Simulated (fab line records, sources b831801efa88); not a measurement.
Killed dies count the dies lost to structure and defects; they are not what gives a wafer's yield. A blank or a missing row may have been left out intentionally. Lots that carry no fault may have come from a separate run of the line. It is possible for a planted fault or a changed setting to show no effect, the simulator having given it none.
fab line records	flow sky130
[record] lots = 6	wafers = 18	last-day = 49
route steps=708 shown GATE_OXIDE@201 POLY_GATE@204 RES_PROTECT@206 PAD_OPEN@708
lots that met no fault: taken from a fault-free run of the same line
start-h: start of the lot's first displayed wafer, in hours after the record's first day	wait-h: hours since the lot's step before	" unchanged from the row above	L1.1+2: one row covering several wafers at once	- no value, or no start given	* or withheld: withheld	< > ~ a bound
route shown NAME@n: NAME is a module with steps in the file, n the number in the route of the first one	usual: the fault-free wafers' mean and standard deviation	same: alike in all rows	chamber/n: place in a boat	sites: the reading at each site	_std_site: standard deviation of those values	_edge_site: the outer-site mean with the inner-site mean subtracted	radius-mm: for every site, how far away it sits from the centre of the wafer	mask NAME#n: copy n	behind: the last tool/chamber to shape the wafer	hold: the reason the lot was held/the length of the hold in hours/how it ended	device: names the non-switching transistor (n, p or np)	end of line: the tests these same wafers got at the end of their route	for a step that has no rows: nothing shown but its recipe	killed: count of dies lost to structure and defects at first sort (not the wafer's yield)	map: per-die view of a wafer (x killed, . not killed, _ where there is no die)
set.NAME: setting as actually run; set.NAME@STEP: the setting as run at that earlier step	model.NAME: the simulator's own value behind a step, which no gauge read
lots at selected steps of the route; one table per step, one row per wafer
services: from which hour (start-h, from the record's first day; less than 0 if before it) a tool's chamber was out of use, for how many hours, and why
[[steps]]
[step SKY_GATE_OXIDE_TW_MEAS_14]
[usual] GATE_OXIDE_TW = 225.8/1.9
lot.wafer	tool	chamber	start-h	wait-h	GATE_OXIDE_TW
L192.1	film-metro-03	-	316.98	0.1	225.0
L192.4	"	-	"	"	223.8
L192.6	"	-	"	"	223.5
L198.2	film-metro-03	-	362.98	0.1	227.6
L198.3	"	-	"	"	226.8
L198.6	"	-	"	"	225.8
L199.1	film-metro-04	-	373.16	0.1	225.7
L199.5	"	-	"	"	226.2
L199.6	"	-	"	"	226.4
L208.1	film-metro-03	-	450.88	0.1	224.5
L208.5	"	-	"	"	224.0
L208.6	"	-	"	"	224.2
L209.3	film-metro-02	-	458.14	0.1	224.6
L209.5	"	-	"	"	224.0
L209.6	"	-	"	"	224.4
L211.2	film-metro-03	-	469.37	0.1	225.1
L211.4	"	-	"	"	226.8
L211.6	"	-	"	"	225.1
[step SKY_GATE_OXIDE_CLEAN_15]
[recipe] chemistry = SC1/SC2	mix = 1:4:20	temp-c = 70	time-s = 150	dry = n2-spin
[step SKY_GATE_OXIDE_OXIDATION_16]
[recipe] temp-c = 800	ambient = O2	idle-temp-c = 700	ramp-up-c-per-min = 10	ramp-down-c-per-min = 3	stabilise-s = 600	purge-s = 300	target-thk-a = 35.7	ox-time-s = 1915
[step SKY_POLY_GATE_CVD_00]
[recipe] material = poly-Si	target-thk-nm = 180	temp-c = 620	time-s = 720	pressure-mtorr = 200
[step SKY_POLY_GATE_THK_MEAS_01]
[recipe] reads = poly-Si_of_POLY_GATE_CVD_00
[usual] POLY_GATE_CVD_00_THK = 180.1/1.8
lot.wafer	tool	chamber	start-h	wait-h	POLY_GATE_CVD_00_THK[nm]
L192.1	film-metro-04	-	320.43	0.0	177.2
L192.4	"	-	"	"	178.9
L192.6	"	-	"	"	177.7
L198.2	film-metro-04	-	372.59	0.0	180.7
L198.3	"	-	"	"	180.0
L198.6	"	-	"	"	181.4
L199.1	film-metro-02	-	385.10	0.0	180.8
L199.5	"	-	"	"	181.9
L199.6	"	-	"	"	180.9
L208.1	film-metro-02	-	454.86	0.0	182.3
L208.5	"	-	"	"	180.8
L208.6	"	-	"	"	181.9
L209.3	film-metro-04	-	461.08	0.0	179.4
L209.5	"	-	"	"	180.4
L209.6	"	-	"	"	180.0
L211.2	film-metro-01	-	473.17	0.0	178.2
L211.4	"	-	"	"	177.2
L211.6	"	-	"	"	178.6
[step SKY_RES_PROTECT_DEHYDRATE_00]
[recipe] temp-c = 200	time-s = 60
[step SKY_RES_PROTECT_HMDS_01]
[recipe] prime-time-s = 60	prime-temp-c = 120
[step SKY_RES_PROTECT_COAT_02]
[recipe] resist = NOVOLAK	spin-rpm = 3000	resist-thk-nm = 1140
[step SKY_RES_PROTECT_SOFTBAKE_03]
[recipe] temp-c = 90	time-s = 60	resist = NOVOLAK
[step SKY_RES_PROTECT_EXPOSE_04]
[recipe] mask-id = RPM	na = 0.6	source-shape = conventional	sigma-outer = 0.6	polarization = unpolarized	target-cd-nm = 1270	dose-mj = 131
[step SKY_RES_PROTECT_PEB_05]
[recipe] temp-c = withheld	time-s = *	resist = NOVOLAK
[step SKY_RES_PROTECT_DEVELOP_06]
[recipe] resist = NOVOLAK	developer = TMAH	develop-time-s = 60	dev-temp-c = 23
[step SKY_POLY_GATE_IMPLANT_02]
[recipe] species = P	energy-kev = 30	dose-cm2 = 7.7e+15	tilt-deg = 0
[usual] beam-on-s = 38/4.6	end-station-pressure-torr = 1.03e-05/1.2e-06
lot.wafer	tool	chamber	start-h	wait-h	beam-on-s	end-station-pressure-torr
L192.1	implanter-04	0	347.61	0.1	37	9.8e-06
L192.4	"	0	"	"	37	9.7e-06
L192.6	"	0	"	"	37	9.9e-06
L198.2	implanter-02	0	400.11	0.1	53	9.1e-06
L198.3	"	0	"	"	54	8.6e-06
L198.6	"	0	"	"	53	9e-06
L199.1	implanter-02	0	412.06	0.1	52	8.6e-06
L199.5	"	0	"	"	55	8.2e-06
L199.6	"	0	"	"	53	9.3e-06
L208.1	implanter-02	0	484.89	0.1	45	9.2e-06
L208.5	"	0	"	"	42	8.9e-06
L208.6	"	0	"	"	44	9.4e-06
L209.3	implanter-04	0	491.46	0.1	37	9.7e-06
L209.5	"	0	"	"	38	9.6e-06
L209.6	"	0	"	"	38	1.05e-05
L211.2	implanter-01	0	503.45	0.1	31	1.2e-05
L211.4	"	0	"	"	31	1.15e-05
L211.6	"	0	"	"	30	1.11e-05
[step SKY_RES_PROTECT_STRIP_07]
[recipe] chemistry = O2/N2	power-w = 1400	pressure-mtorr = 1500	platen-temp-c = withheld	o2-flow-sccm = 3000	n2-flow-sccm = 300	overash-fraction = 0.5
[usual] drypump-motor-current-A = 5.8/0.46	oes-product-au = 0.518/0.0043	strip-time-to-endpoint-s = 23.28/0.035
[same] overash-fraction = 0.5
lot.wafer	tool	chamber	start-h	wait-h	drypump-motor-current-A	oes-product-au	rf-hours-counter-h	strip-time-to-endpoint-s
L192.1	plasma-asher-02	1	347.76	0.1	5.4	0.510	62	23.29
L192.4	"	0	"	"	6.2	0.518	-	23.22
L192.6	"	1	"	"	5.4	0.516	-	23.19
L198.2	plasma-asher-03	1	400.24	0.1	6.6	0.499	25	24.19
L198.3	"	0	"	"	5.4	0.510	-	24.17
L198.6	"	0	"	"	5.4	0.512	-	24.21
L199.1	plasma-asher-02	0	412.21	0.1	6.2	0.507	69	24.22
L199.5	"	1	"	"	5.4	0.510	-	24.18
L199.6	"	0	"	"	6.3	0.508	-	24.19
L208.1	plasma-asher-02	0	485.04	0.1	6.2	0.512	5	23.28
L208.5	"	1	"	"	5.4	0.517	-	23.25
L208.6	"	0	"	"	6.3	0.530	-	23.28
L209.3	plasma-asher-02	0	491.59	0.1	6.2	0.521	-	23.29
L209.5	"	1	"	"	5.4	0.517	-	23.25
L209.6	"	0	"	"	6.2	0.521	-	23.25
L211.2	plasma-asher-04	0	503.58	0.1	5.3	0.518	70	23.27
L211.4	"	1	"	"	5.8	0.518	-	23.25
L211.6	"	1	"	"	5.8	0.516	-	23.27
[step SKY_RES_PROTECT_TW_MEAS_08]
[usual] POLY_GATE_TW = 4079/40
lot.wafer	tool	chamber	start-h	wait-h	POLY_GATE_TW
L192.1	film-metro-01	-	347.86	0.1	4070
L192.4	"	-	"	"	4051
L192.6	"	-	"	"	4069
L198.2	film-metro-04	-	400.35	0.1	4170
L198.3	"	-	"	"	4179
L198.6	"	-	"	"	4149
L199.1	film-metro-04	-	412.31	0.1	4162
L199.5	"	-	"	"	4204
L199.6	"	-	"	"	4189
L208.1	film-metro-04	-	485.14	0.1	4121
L208.5	"	-	"	"	4144
L208.6	"	-	"	"	4132
L209.3	film-metro-01	-	491.68	0.1	4069
L209.5	"	-	"	"	4082
L209.6	"	-	"	"	4083
L211.2	film-metro-01	-	503.69	0.1	4080
L211.4	"	-	"	"	4076
L211.6	"	-	"	"	4062
[step SKY_PAD_OPEN_PROBE_99]
[usual] killed_at_M0_to_M3 = 43/7.3	killed_at_M4_up = 3.2/1.8	killed-at-contacts = 24/5.8	killed-at-front-end = 16/4.5	killed-at-other = 0.3/0.53	killed-dies = 87/9.9	killed-open = 48/6.8	killed-short = 39/6.9
[same] gross-dies = 492	killed-at-back-side = 0
lot.wafer	tool	chamber	start-h	wait-h	killed_at_M0_to_M3	killed_at_M4_up	killed-at-contacts	killed-at-front-end	killed-at-other	killed-dies	killed-open	killed-short	model.etest.res-poly.line-ohm-um	model.etest.licon-poly.rc-ohm	model.etest.res-poly.rs-ohm-sq
L192.1	prober-02	-	1079.44	0.1	38	2	16	24	2	82	39	43	521.6	156.7	49.28
L192.4	prober-02	-	1079.59	0.2	38	2	37	9	0	86	48	38	515.5	145	48.65
L192.6	prober-02	-	1079.69	0.2	28	2	25	14	0	69	43	26	523.1	158.2	49.13
L198.2	prober-02	-	1114.77	0.1	36	2	39	17	0	94	57	37	451.1	128.6	43.29
L198.3	prober-02	-	1114.82	0.2	39	5	15	12	0	71	36	35	465.2	126.8	43.32
L198.6	prober-02	-	1114.97	0.2	34	2	32	18	0	86	44	42	445.7	127.7	42.44
L199.1	prober-01	-	1122.33	0.1	47	3	26	12	1	89	45	44	438.8	115.7	40.39
L199.5	prober-01	-	1122.53	0.2	44	4	30	19	0	97	50	47	446	126.5	40.95
L199.6	prober-01	-	1122.58	0.2	39	4	22	20	0	85	50	35	458.7	124.3	42
L208.1	prober-02	-	1168.05	0.1	38	2	27	15	0	82	47	35	504.4	145.9	47.77
L208.5	prober-02	-	1168.25	0.2	35	2	22	11	0	70	34	36	497.8	152.2	48.16
L208.6	prober-02	-	1168.30	0.2	49	2	22	13	0	86	52	34	506.6	155.4	48.33
L209.3	prober-01	-	1173.33	0.2	43	3	23	19	1	89	60	29	516.9	151.9	48.24
L209.5	prober-01	-	1173.43	0.2	54	3	26	23	0	106	52	54	511.5	154.8	48.25
L209.6	prober-01	-	1173.48	0.2	34	3	23	14	0	74	48	26	523.8	152.9	48.89
L211.2	prober-01	-	1177.11	0.1	35	7	15	10	1	68	43	25	502.9	148.5	48.66
L211.4	prober-01	-	1177.21	0.2	49	0	14	13	0	76	34	42	506.5	153.9	49.66
L211.6	prober-01	-	1177.31	0.2	43	5	27	11	0	86	42	44	497.3	157.6	49.36
// killed by level:class
L192.1 VIA2:geometric-particle:open=7 FIELD_ISO:geometric-particle:open=6 FIELD_ISO:geometric-particle:short=6 VIA2:geometric-particle:short=5 POLY_GATE:geometric-particle:short=5 CONTACT:geometric-particle:open=5 METAL1:geometric-particle:short=5 VIA3:geometric-particle:open=5
L192.4 LI_CONTACT:geometric-particle:open=12 VIA1:geometric-particle:open=11 CONTACT:geometric-particle:short=10 CONTACT:geometric-particle:open=9 VIA3:geometric-particle:open=5 VIA2:geometric-particle:short=4 FIELD_ISO:geometric-particle:short=3 LI_CONTACT:geometric-particle:short=3
L192.6 LI_CONTACT:geometric-particle:open=9 CONTACT:geometric-particle:open=6 VIA1:geometric-particle:open=6 VIA2:geometric-particle:open=6 FIELD_ISO:geometric-particle:short=5 METAL2:geometric-particle:short=5 LI_CONTACT:geometric-particle:short=4 CONTACT:geometric-particle:short=4
L198.2 CONTACT:geometric-particle:open=17 LI_CONTACT:geometric-particle:open=13 VIA1:geometric-particle:open=10 METAL3:geometric-particle:short=6 FIELD_ISO:geometric-particle:short=5 VIA3:geometric-particle:open=5 FIELD_ISO:geometric-particle:open=4 POLY_GATE:geometric-particle:short=4
L198.3 VIA1:geometric-particle:short=9 CONTACT:geometric-particle:open=8 VIA3:geometric-particle:open=7 VIA2:geometric-particle:open=7 VIA1:geometric-particle:open=4 METAL4:geometric-particle:short=4 FIELD_ISO:geometric-particle:short=3 SPACER:geometric-particle:short=3
L198.6 LI_CONTACT:geometric-particle:open=11 CONTACT:geometric-particle:open=9 METAL1:geometric-particle:short=7 CONTACT:geometric-particle:short=6 VIA1:geometric-particle:open=6 POLY_GATE:geometric-particle:short=5 POLY_GATE:geometric-particle:open=4 LI_CONTACT:geometric-particle:short=4
L199.1 VIA3:geometric-particle:open=9 VIA1:geometric-particle:open=9 CONTACT:geometric-particle:open=8 VIA1:geometric-particle:short=7 LI_CONTACT:geometric-particle:open=6 LOCAL_INTERCONNECT:geometric-particle:short=6 METAL1:geometric-particle:short=5 METAL2:geometric-particle:short=5
L199.5 LI_CONTACT:geometric-particle:open=11 VIA1:geometric-particle:open=9 CONTACT:geometric-particle:open=7 METAL1:geometric-particle:short=6 VIA3:geometric-particle:open=6 FIELD_ISO:geometric-particle:open=5 POLY_GATE:geometric-particle:short=5 FIELD_ISO:geometric-particle:short=4
L199.6 CONTACT:geometric-particle:open=11 VIA1:geometric-particle:open=8 VIA3:geometric-particle:open=7 VIA2:geometric-particle:open=7 POLY_GATE:geometric-particle:open=6 LI_CONTACT:geometric-particle:short=4 LI_CONTACT:geometric-particle:open=4 METAL2:geometric-particle:short=4
L208.1 CONTACT:geometric-particle:open=9 VIA1:geometric-particle:open=8 FIELD_ISO:geometric-particle:short=5 LI_CONTACT:geometric-particle:open=5 LOCAL_INTERCONNECT:geometric-particle:short=5 CONTACT:geometric-particle:short=5 METAL2:geometric-particle:short=5 VIA3:geometric-particle:open=5
L208.5 VIA1:geometric-particle:open=8 CONTACT:geometric-particle:open=6 VIA1:geometric-particle:short=6 VIA2:geometric-particle:open=6 LI_CONTACT:geometric-particle:open=5 LOCAL_INTERCONNECT:geometric-particle:short=5 FIELD_ISO:geometric-particle:open=4 CONTACT:geometric-particle:short=4
L208.6 VIA3:geometric-particle:open=14 VIA1:geometric-particle:open=10 CONTACT:geometric-particle:open=10 LI_CONTACT:geometric-particle:open=4 VIA1:geometric-particle:short=4 VIA3:geometric-particle:short=4 FIELD_ISO:geometric-particle:short=3 POLY_GATE:geometric-particle:short=3
L209.3 CONTACT:geometric-particle:open=13 VIA1:geometric-particle:open=10 VIA2:geometric-particle:open=8 VIA3:geometric-particle:open=7 FIELD_ISO:geometric-particle:short=6 FIELD_ISO:geometric-particle:open=5 LI_CONTACT:geometric-particle:open=5 POLY_GATE:geometric-particle:open=4
L209.5 VIA1:geometric-particle:open=13 METAL2:geometric-particle:short=8 LI_CONTACT:geometric-particle:open=7 METAL1:geometric-particle:short=7 POLY_GATE:geometric-particle:open=6 LOCAL_INTERCONNECT:geometric-particle:short=6 SPACER:geometric-particle:short=5 CONTACT:geometric-particle:open=5
L209.6 VIA2:geometric-particle:open=9 CONTACT:geometric-particle:open=9 FIELD_ISO:geometric-particle:open=7 METAL1:geometric-particle:short=7 VIA1:geometric-particle:open=6 LOCAL_INTERCONNECT:geometric-particle:short=5 VIA3:geometric-particle:open=5 POLY_GATE:geometric-particle:short=3
L211.2 VIA1:geometric-particle:open=8 VIA3:geometric-particle:open=8 VIA2:geometric-particle:open=6 LI_CONTACT:geometric-particle:short=5 METAL4:geometric-particle:open=5 CONTACT:geometric-particle:open=4 METAL1:geometric-particle:short=4 METAL2:geometric-particle:short=4
L211.4 METAL2:geometric-particle:short=10 METAL1:geometric-particle:short=8 VIA1:geometric-particle:open=7 VIA3:geometric-particle:open=5 VIA2:geometric-particle:open=5 FIELD_ISO:geometric-particle:short=4 LOCAL_INTERCONNECT:geometric-particle:short=4 CONTACT:geometric-particle:open=4
L211.6 VIA1:geometric-particle:open=11 CONTACT:geometric-particle:open=7 METAL1:geometric-particle:short=7 METAL2:geometric-particle:short=7 LI_CONTACT:geometric-particle:short=6 LOCAL_INTERCONNECT:geometric-particle:short=6 VIA2:geometric-particle:open=5 METAL3:geometric-particle:short=5
[[services]]
tool	chamber	start-h	hours	kind
implanter-01	-	335.55	2.5	repair
implanter-02	-	337.54	4.0	pm
implanter-02	-	368.67	5.6	pm
plasma-asher-04	-	387.89	3.6	repair
implanter-02	-	391.72	1.5	repair
plasma-asher-04	-	398.66	17.9	repair
implanter-01	-	414.97	3.4	repair
plasma-asher-02	-	421.25	9.0	pm
plasma-asher-02	0	421.25	9.0	vent-cycle
plasma-asher-02	1	421.25	9.0	vent-cycle
plasma-asher-02	0	430.25	-	clean
plasma-asher-02	1	430.25	-	clean
implanter-02	-	432.72	0.6	repair
implanter-04	-	434.21	3.2	repair
implanter-01	-	439.32	3.5	repair
implanter-01	-	439.95	1.0	repair
plasma-asher-03	-	441.05	2.8	pm
implanter-04	-	453.14	8.6	repair
implanter-01	-	492.46	4.3	pm
[[key]]
[first-sign] step = SKY_POLY_GATE_IMPLANT_02	reading = beam-on-s	direction = up	sigmas = 3.3	usual = 38	struck = 53
[effect] step = SKY_RES_PROTECT_STRIP_07	reading = strip-time-to-endpoint-s	direction = up	sigmas = 26	usual = *	struck = *
[effect] step = SKY_RES_PROTECT_TW_MEAS_08	reading = POLY_GATE_TW	direction = up	sigmas = 2.4	usual = 4079	struck = 4176
[model-effect] step = SKY_PAD_OPEN_PROBE_99	value = etest.res-poly.line-ohm-um	without = 516.5	struck = 450.9
met-at SKY_POLY_GATE_IMPLANT_02
struck-wafers L198.2,L198.3,L198.6,L199.1,L199.5,L199.6
tester-left-out L198,L199
[fault] kind = process-parameter-drift	tool = implanter-02	chamber = -	onset-h = 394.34	steps = SKY_POLY_GATE_IMPLANT_02	channel = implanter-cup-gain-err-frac	offset = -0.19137	shape = step	end-h = 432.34
// tester-left-out: of these lots the tester's yield and bins aren't shown, on N5 and GAA mostly nor the transistor test; their killed dies are dies lost to structure and defects alone, not to doping, threshold or leakage, so they don't give the yield
